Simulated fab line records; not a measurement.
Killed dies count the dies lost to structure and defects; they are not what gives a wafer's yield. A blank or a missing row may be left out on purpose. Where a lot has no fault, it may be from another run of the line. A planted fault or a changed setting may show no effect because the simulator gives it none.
Comparing a struck lot with a sound one | flow sky130 | 14 out of 708 route steps
Sound: these wafers, L483.2, L483.4, L483.5. Wafers struck: L475.2, L475.3, L475.4. At the end, the cause is stated.
Per side, at each step with rows, come the tool, then ch with its chambers, and then its first start. Under that, the readings that differ: sound wafers | struck wafers | difference of the means | sigmas: that difference in standard deviations of wafers without a fault.
alike: readings with means less than 2 such deviations apart, plus words and numbers identical on both sides. not compared: withheld readings, readings lacking a value on some wafer, bounds such as >300 that could conceal the same value, and numbers that have no deviation in the record and whose values overlap.
Wherever a step has rows on one side only, a row that says differs or no value, or a row with sigmas, the two part there. Numbers that have no deviation but don't overlap get no sigmas and don't part them. Lack of a reading on every wafer of one side parts them only where that side has two or more wafers.

first, 4 steps without rows for these wafers: SKY_LOCAL_INTERCONNECT_SOFTBAKE_07 (time 90 s); SKY_LOCAL_INTERCONNECT_EXPOSE_08 (exposes mask LI1M, target cd 170 nm); SKY_LOCAL_INTERCONNECT_PEB_09; SKY_LOCAL_INTERCONNECT_DEVELOP_10 (develop time 60 s).
SKY_LOCAL_INTERCONNECT_CD_MEAS_11: target cd 170 nm.
  struck on cd-sem-01, day 34 12:32; sound on cd-sem-02, day 36 18:42
  alike: cd-nm
SKY_LOCAL_INTERCONNECT_OVL_MEAS_12:
  struck on overlay-02, day 34 12:38; sound on overlay-02, day 36 18:49
  alike: LOCAL_INTERCONNECT_OVL
SKY_LOCAL_INTERCONNECT_ETCH_13: etches BARC in N2/H2, stops on SiO2, time 45.9 s, target depth 60 nm.
  sound on rie-metal-04 ch 0,1, day 36 18:50; struck on rie-metal-04 ch 0,1, day 34 12:40
  alike: drypump-motor-current-A, oes-product-au, throttle-valve-pct
  not compared: rf-hours-counter-h
SKY_LOCAL_INTERCONNECT_METAL_ETCH_14: etches TiN in Cl2/BCl3, stops on PSG, target depth 110 nm, time 31.4 s.
  sound on rie-metal-04 ch 0,1, day 36 18:54; struck on rie-metal-04 ch 0,1, day 34 12:44
  alike: drypump-motor-current-A, oes-product-au, throttle-valve-pct
  not compared: rf-hours-counter-h
SKY_LOCAL_INTERCONNECT_STRIP_15: strips in O2/N2.
  sound on plasma-asher-03 ch 0,1, day 36 18:57; struck on plasma-asher-01 ch 0,1, day 34 12:47
  alike: drypump-motor-current-A, oes-product-au, strip-time-to-endpoint-s
  not compared: rf-hours-counter-h
then, 3 steps without rows for these wafers: SKY_LOCAL_INTERCONNECT_STRIP_16 (strips in post etch residue remover, time 1200 s); SKY_LOCAL_INTERCONNECT_CLEAN_17 (cleans in IPA, time 180 s); SKY_LOCAL_INTERCONNECT_CLEAN_18 (cleans in O3/DIW).
SKY_CONTACT_CVD_00: deposits Si3N4, target thk 75 nm.
  sound on pecvd-02 ch 1,2, day 36 19:32; struck on pecvd-02 ch 1,2, day 34 13:25
  no value came back on the struck wafers for heater-power-outer-w (W), heater-power-w (W); on the sound wafers heater-power-outer-w (W) reads 416 430 415
SKY_PAD_OPEN_PROBE_99:
  the record has rows for the sound wafers here (prober-02, day 50 10:03) and none for the struck ones

## WHERE THEY PART
Earliest at SKY_CONTACT_CVD_00; latest, in this record, at SKY_PAD_OPEN_PROBE_99.

WHY: what the simulator had put in
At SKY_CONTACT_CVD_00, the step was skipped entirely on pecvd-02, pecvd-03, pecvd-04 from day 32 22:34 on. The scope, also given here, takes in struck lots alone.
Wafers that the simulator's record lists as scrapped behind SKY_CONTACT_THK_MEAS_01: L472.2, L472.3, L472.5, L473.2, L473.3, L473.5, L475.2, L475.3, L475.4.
